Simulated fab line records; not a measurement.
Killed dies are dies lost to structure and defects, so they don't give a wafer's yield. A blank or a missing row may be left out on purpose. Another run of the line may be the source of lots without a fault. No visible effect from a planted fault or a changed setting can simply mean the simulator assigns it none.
A struck lot beside a sound one || flow sky130 || 16 out of 708 route steps
Sound: these wafers, L915.2, L915.3, L915.4. Struck: wafers L918.3, L918.5, L918.6. Last of all comes the cause.
Each step with rows lists, per side, the tool, then ch with its chambers, then its first start. Under that, the readings that differ: sound wafers || struck wafers || difference of the means || sigmas: that difference in standard deviations of wafers without a fault.
alike: readings with means less than 2 such deviations apart, plus words and numbers identical on both sides. not compared: withheld readings, readings lacking a value on some wafer, bounds such as >300 that could conceal the same value, and numbers that have no deviation in the record and whose values overlap.
Wherever a step has rows on one side only, a row that says differs or no value, or a row with sigmas, the two part there. Numbers that don't overlap but have no deviation are shown without sigmas and don't part them. A reading that every wafer of one side lacks parts them only if that side has two wafers or more.

SKY_METAL5_SPUTTER_03: material Ti, target thk 5 nm, time 3.3 s.
  sound on pvdSputter-04, day 43 15:02; struck on pvdSputter-02, day 44 09:38
  alike: throttleValvePct
SKY_METAL5_SPUTTER_04: material TiN, target thk 70 nm, time 58.3 s.
  sound on pvdSputter-04, day 43 15:03; struck on pvdSputter-02, day 44 09:40
  alike: throttleValvePct
SKY_METAL5_RS_MEAS_05: measures by four-point-probe.
  sound on filmMetro-01, day 43 15:07; struck on filmMetro-04, day 44 09:45
  alike: METAL5_ALCU_RS
SKY_METAL5_THK_MEAS_06: measures by xrf.
  sound on filmMetro-01, day 43 15:14; struck on filmMetro-04, day 44 09:51
  alike: METAL5_ALCU_THK
then, 7 steps without rows for these wafers: SKY_METAL5_DEHYDRATE_07 (time 60 s); SKY_METAL5_HMDS_08 (prime time 60 s); SKY_METAL5_COAT_09 (resist thk 1800 nm); SKY_METAL5_SOFTBAKE_10 (time 60 s); SKY_METAL5_EXPOSE_11 (exposes mask MM5, target cd 1600 nm); SKY_METAL5_PEB_12; SKY_METAL5_DEVELOP_13 (develop time 60 s).
SKY_METAL5_DESCUM_14: chemistry O2, time 11 s.
  sound on rieMetal-01 ch 0,1, day 44 12:50; struck on rieMetal-04 ch 0,1, day 45 06:33
  alike: drypumpMotorCurrentA, oesProductAu
  not compared: rfHoursCounterH
SKY_METAL5_METAL_ETCH_15: etches the open film in Cl2/BCl3, stops on SiO2, target depth 1260 nm, time 252 s.
  sound on rieMetal-01 ch 0,1, day 44 12:52; struck on rieMetal-04 ch 0,1, day 45 06:39
  no value came back on the struck wafers for any of 5 readings (bcl3FlowSccm (sccm), biasW (W) and others); on the sound wafers bcl3FlowSccm (sccm) reads 30.07 29.88 30.00
{"reading": "model.NOVOLAK_of_METAL5_COAT_09.thkNm (nm)", "sound": "1036 1039 1048", "struck": "1783 1786 1786", "difference": "+744", "sigmas": ""}
{"reading": "model.SiO2_of_VIA4_HDPCVD_00.thkNm (nm)", "sound": "547.8 549.3 549", "struck": "573.3 573 572.2", "difference": "+24.1", "sigmas": ""}
  not compared: rfHoursCounterH, model.METAL5.cdNm
SKY_METAL5_STRIP_16: strips in O2/N2.
  sound on plasmaAsher-04 ch 0,1, day 44 13:06; struck on plasmaAsher-02 ch 0,1, day 45 06:50
{"reading": "stripTimeToEndpointS (s)", "sound": "12.80 12.82 12.93", "struck": "20.96 20.99 21.01", "difference": "+8.14", "sigmas": "+97"}
  alike: drypumpMotorCurrentA, oesProductAu
  not compared: rfHoursCounterH
then, 1 step without rows for these wafers: SKY_METAL5_STRIP_17 (strips in post etch residue remover, time 1200 s).
SKY_PAD_OPEN_PROBE_99:
  sound on prober-02, day 46 09:18; struck on prober-01, day 47 03:35
{"reading": "defectLimitedYield (%)", "sound": "82.9 83.3 82.9", "struck": "0 0 0", "difference": -83, "sigmas": -49}
{"reading": "killed_at_M4_up", "sound": "1 3 4", "struck": "411 406 412", "difference": "+407", "sigmas": "+99 or more"}
{"reading": "killedDies", "sound": "84 82 84", "struck": "492 492 492", "difference": "+409", "sigmas": "+49"}
{"reading": "killedOnRim", "sound": "22 12 18", "struck": "96 96 96", "difference": "+79", "sigmas": "+21"}
{"reading": "sort_bin_5_function (%)", "sound": "10.0 8.5 9.3", "struck": "93.7 93.3 92.7", "difference": "+84.0", "sigmas": "+65"}
{"reading": "sortNPass", "sound": "408 410 408", "struck": "0 0 0", "difference": -409, "sigmas": -49}
{"reading": "sortYieldPct (%)", "sound": "82.9 83.3 82.9", "struck": "0 0 0", "difference": -83, "sigmas": -49}
  alike: killed_at_M0_to_M3, killedAtContacts, killedAtFrontEnd, killedAtOther, killedOpen, killedShort, sort_bin_3_pad_short, sort_bin_6_memory

WHERE THEY PART
First at SKY_METAL5_METAL_ETCH_15; last, within this record, at SKY_PAD_OPEN_PROBE_99.

WHY: whatever the simulator had introduced
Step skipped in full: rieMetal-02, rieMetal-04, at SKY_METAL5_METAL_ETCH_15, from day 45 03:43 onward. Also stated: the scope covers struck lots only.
